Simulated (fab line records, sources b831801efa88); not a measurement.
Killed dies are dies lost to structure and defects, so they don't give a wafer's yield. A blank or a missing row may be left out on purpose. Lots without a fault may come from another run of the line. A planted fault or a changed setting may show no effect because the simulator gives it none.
Which tool did it? | flow gf180mcu | 12 lots, 36 wafers sampled, at 3 steps of a route of 602

WHAT THE GAUGES READ, wafer by wafer
GF_V2_THK_MEAS_25: measures by xrf.
lot  | measured     | on            | V2_W_THK (nm)
L075 | day 20 14:50 | film_metro-02 | 353 355 358
L077 | day 21 04:29 | film_metro-02 | 347 353 350
L079 | day 22 03:28 | film_metro-04 | 349 355 355
L081 | day 23 08:35 | film_metro-01 | 355 353 353
L083 | day 23 20:23 | film_metro-01 | 350 353 352
L085 | day 24 11:35 | film_metro-01 | 362 360 360
L087 | day 24 23:23 | film_metro-04 | 352 349 351
L089 | day 25 14:37 | film_metro-02 | 363 366 353
L091 | day 26 05:00 | film_metro-04 | 347 342 346
L093 | day 26 20:52 | film_metro-02 | 358 351 354
L095 | day 27 11:56 | film_metro-01 | 348 348 350
L097 | day 27 21:52 | film_metro-01 | 356 346 358

WHICH TOOL RAN EACH LOT (tool, then ch and the chambers of the sampled wafers, then the start)
lot  | GF_M2_STRIP_17                       | GF_V2_CVD_23
L075 | plasma_asher-01 ch 0,1, day 19 12:34 | cvd_w-01 ch 0,1, day 20 14:36
L077 | plasma_asher-01 ch 0,1, day 20 02:22 | cvd_w-01 ch 0,1, day 21 04:15
L079 | plasma_asher-01 ch 0,1, day 21 01:20 | cvd_w-01 ch 0,1, day 22 03:14
L081 | plasma_asher-04 ch 0,1, day 22 07:19 | cvd_w-02 ch 0,1, day 23 08:20
L083 | plasma_asher-01 ch 0,1, day 22 19:25 | cvd_w-02 ch 0,1, day 23 20:08
L085 | plasma_asher-04 ch 0,1, day 23 11:25 | cvd_w-01 ch 0,1, day 24 11:23
L087 | plasma_asher-02 ch 0,1, day 23 23:10 | cvd_w-02 ch 0,1, day 24 23:09
L089 | plasma_asher-02 ch 0, day 24 15:00   | cvd_w-01 ch 0,1, day 25 14:23
L091 | plasma_asher-04 ch 1, day 25 05:07   | cvd_w-02 ch 0,1, day 26 04:46
L093 | plasma_asher-01 ch 0,1, day 25 22:38 | cvd_w-01 ch 0,1, day 26 20:38
L095 | plasma_asher-04 ch 0, day 26 13:19   | cvd_w-02 ch 0,1, day 27 11:41
L097 | plasma_asher-02 ch 0, day 26 22:49   | cvd_w-02 ch 0,1, day 27 21:38
- GF_M2_STRIP_17: strips in O2/N2.
- GF_V2_CVD_23: deposits W, target thk 350 nm, time 104.94 s.

THE ANSWER, worked out from the rows above alone
Rule: what is usual is taken from the lots themselves. Put in order of their means at a reading, lots are off if they are a third of the lots or fewer, leave a main group of 4 or more, and stand apart from it by a gap of 3 or more times the standard deviation of the main group's means; of several such gaps the widest counts. A main group whose means are all the same, to the digits that the tables above print for the reading, isn't used. A lot without any number at a reading at which 4 lots or more have one is off too. The other lots that the step has rows for count as sound.
No lot is off at any reading shown: from this, nothing can be told.

WHAT THE SIMULATOR HAD PUT IN
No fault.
